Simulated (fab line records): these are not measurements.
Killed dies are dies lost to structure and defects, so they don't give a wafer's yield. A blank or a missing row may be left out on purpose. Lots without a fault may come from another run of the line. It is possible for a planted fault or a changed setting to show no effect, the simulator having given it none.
8D (eight disciplines) problem report, filled in by code	flow gf180mcu	the parts of the form that need people (team, actions taken, sign-off) are left out

== 1. PROBLEM STATEMENT ==
dose ions cm2 at GF_HV_LDD_IMPLANT_33 reads a mean of 8.5e+12 on 6 wafers of 2 lots; wafers without a fault read 7.5e+12 with a standard deviation of 7.7e+09. So: +99 or more standard deviations from the usual mean.
The first sign was on wafer L485.2 at day 17 04:22, on implanter-02. The record holds 18 wafers of 6 lots with a number at this step. The rule behind "out" and "out of limits": a value lying over 4 standard deviations away from the usual mean. All remaining wafers that have a number are taken as sound.

== 2. WHAT IT IS AND WHAT IT IS NOT ==
question	is	is not
which readings at this step	dose ions cm2, faraday current uA	-
which lots	L485, L489	L474, L480, L487, L488
which wafers of those lots	all that have a number	-
read on which tools	implanter-02	implanter-01, implanter-03
when	from day 17 04:22	up to then (6 sound wafers); but 6 sound wafers of L487, L488 came after

== 3. SUSPECTS, AND WHAT RULES EACH OUT ==
Counting: any tool at a process step up to the reading is kept as a suspect provided that every lot that is out went through it and no sound lot did after the first of them.
- implanter-02 at GF_HV_LDD_IMPLANT_33: kept. Every lot that is out went through it, starting with L485 (day 17 04:22), and after that it ran no sound lot; the last sound lot it ran before then is L480 (day 15 16:38). Its own readings are out on those wafers: dose ions cm2, faraday current uA.
After counting, what remains is implanter-02 at GF_HV_LDD_IMPLANT_33.

== 4. THE CAUSE (what the simulator had put in) ==
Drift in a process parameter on implanter-02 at GF_HV_LDD_IMPLANT_33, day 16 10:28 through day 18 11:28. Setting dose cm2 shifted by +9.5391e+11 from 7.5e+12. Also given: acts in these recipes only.
This tool alone remained once counting was done.

== 5. THE CHAIN OF EFFECTS, in route order ==
Each row: a reading whose mean over the struck wafers that have a number lies more than 3 standard deviations from the usual. Scope: only readings with a usual standard deviation given in the record; hours: median across lots of the time from each lot's start at the first step in this table that gives one to its start at this step; sigmas: change in usual standard deviations.
hours	step	reading	usual	on struck wafers	change	sigmas
0	GF_HV_LDD_IMPLANT_33	dose ions cm2	7.5e+12	8.5e+12	+9.6e+11	+99 or more
0	GF_HV_LDD_IMPLANT_33	faraday current uA	42.2	47.7	+5.5	+7.0
It contains these process steps:
- GF_HV_LDD_IMPLANT_33

== 6. HOW IT WOULD HAVE BEEN CAUGHT EARLIER ==
The fault began at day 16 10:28; the first out-of-limits reading in this record came at day 17 04:22, 18 hours later.
